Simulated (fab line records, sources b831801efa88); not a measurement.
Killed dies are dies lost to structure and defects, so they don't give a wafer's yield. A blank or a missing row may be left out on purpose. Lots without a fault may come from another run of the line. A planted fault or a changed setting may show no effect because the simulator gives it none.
One fault seen from 2 desks | flow sky130 | each desk has only its own numbers; what lay behind them comes last

THE METROLOGY DESK
What the gauges read, lot by lot, whatever tool the lot ran on: means of the sampled wafers that have a number. A lot is out of limits, marked OUT, if its mean lies more than 4 standard deviations from the usual mean; the brackets give that distance.
Columns: A = FIELD_ISO_OXIDATION_00_THK at SKY_FIELD_ISO_THK_MEAS_02, usual 12.09 nm; B = PWDE_RS at SKY_NWELL_RS_MEAS_31, usual 5263 ohm/sq
lot  | first seen here | A               | B
L979 | day 1 17:27     | 11.84           | 5251
L980 | day 1 21:38     | 12.16           | 5264
L981 | day 2 02:38     | 12.25           | 5267
L984 | day 2 19:44     | 12.55           | 5262
L985 | day 2 22:48     | 12.04           | 5240
L993 | day 4 14:38     | 18.83 (+27) OUT | 5259
L994 | day 4 19:38     | 18.90 (+27) OUT | 5264
L996 | day 5 05:38     | 12.15           | 5278
L997 | day 5 10:38     | 12.19           | 5272
L999 | day 5 23:06     | 11.94           | 5267
L100 | day 6 03:33     | 11.92           | 5258
This desk's finding: out of limits on L993, L994; first on L993, day 4 14:38 (FIELD_ISO_OXIDATION_00_THK at SKY_FIELD_ISO_THK_MEAS_02). In limits: L979, L980, L981, L984, L985, L996, L997, L999, L100.

THE TOOL OWNER'S DESK: furnace-01
The tool's own readings at SKY_FIELD_ISO_OXIDATION_01 (stabilise 600 s, purge 300 s, target thk 12 nm): means of the sampled wafers that have a number, for each lot that ran on this tool. A lot is out of limits, marked OUT, if its mean lies more than 4 standard deviations from the usual mean; the brackets give that distance. Of its 11 readings 7 are shown: the one that was out of limits first, and those that lie furthest out on some lot.
Columns: A = spike_tc_bottom_C at SKY_FIELD_ISO_OXIDATION_01, usual 918.7 C; B = spike_tc_centre_C at SKY_FIELD_ISO_OXIDATION_01, usual 900.0 C; C = spike_tc_lower_C at SKY_FIELD_ISO_OXIDATION_01, usual 899.8 C; D = spike_tc_top_C at SKY_FIELD_ISO_OXIDATION_01, usual 912 C; E = spike_tc_upper_C at SKY_FIELD_ISO_OXIDATION_01, usual 899.6 C; F = tube_center_temp_C at SKY_FIELD_ISO_OXIDATION_01, usual 900 C; G = tube_center_temp_C_max at SKY_FIELD_ISO_OXIDATION_01, usual 902.3
lot  | first seen here | A               | B               | C               | D              | E               | F                     | G
L980 | day 1 20:07     | 918.7           | 898.6           | 899.2           | 906            | 899.5           | 900                   | 902.3
L985 | day 2 21:16     | 918.6           | 899.8           | 899.5           | 905            | 899.5           | 900                   | 902.8
L993 | day 4 13:07     | 963.3 (+41) OUT | 944.4 (+40) OUT | 944.2 (+44) OUT | 951 (+7.9) OUT | 944.1 (+40) OUT | 945 (+99 or more) OUT | 947.0 (+99 or more) OUT
L994 | day 4 18:07     | 963.8 (+41) OUT | 944.7 (+41) OUT | 944.5 (+45) OUT | 952 (+8.2) OUT | 945.1 (+41) OUT | 945 (+99 or more) OUT | 947.0 (+99 or more) OUT
This desk's finding: out of limits on L993, L994; first on L993, day 4 13:07 (spike_tc_bottom_C at SKY_FIELD_ISO_OXIDATION_01). In limits: L980, L985.

PUT TOGETHER
The tool owner's desk could have raised an alarm at day 4 13:07, on L993, L994.
The metrology desk could have raised an alarm at day 4 14:38, on L993, L994.
Of the lots named, all ran SKY_FIELD_ISO_OXIDATION_01 on furnace-01.

WHAT THE SIMULATOR HAD PUT IN
Process parameter drift: furnace-01, from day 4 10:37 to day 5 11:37, at SKY_FIELD_ISO_OXIDATION_01. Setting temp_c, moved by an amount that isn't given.
Lots struck among those shown: L993, L994.
Hours from the fault's start to each desk's first reading out of limits: the tool owner's desk, 2; the metrology desk, 4.
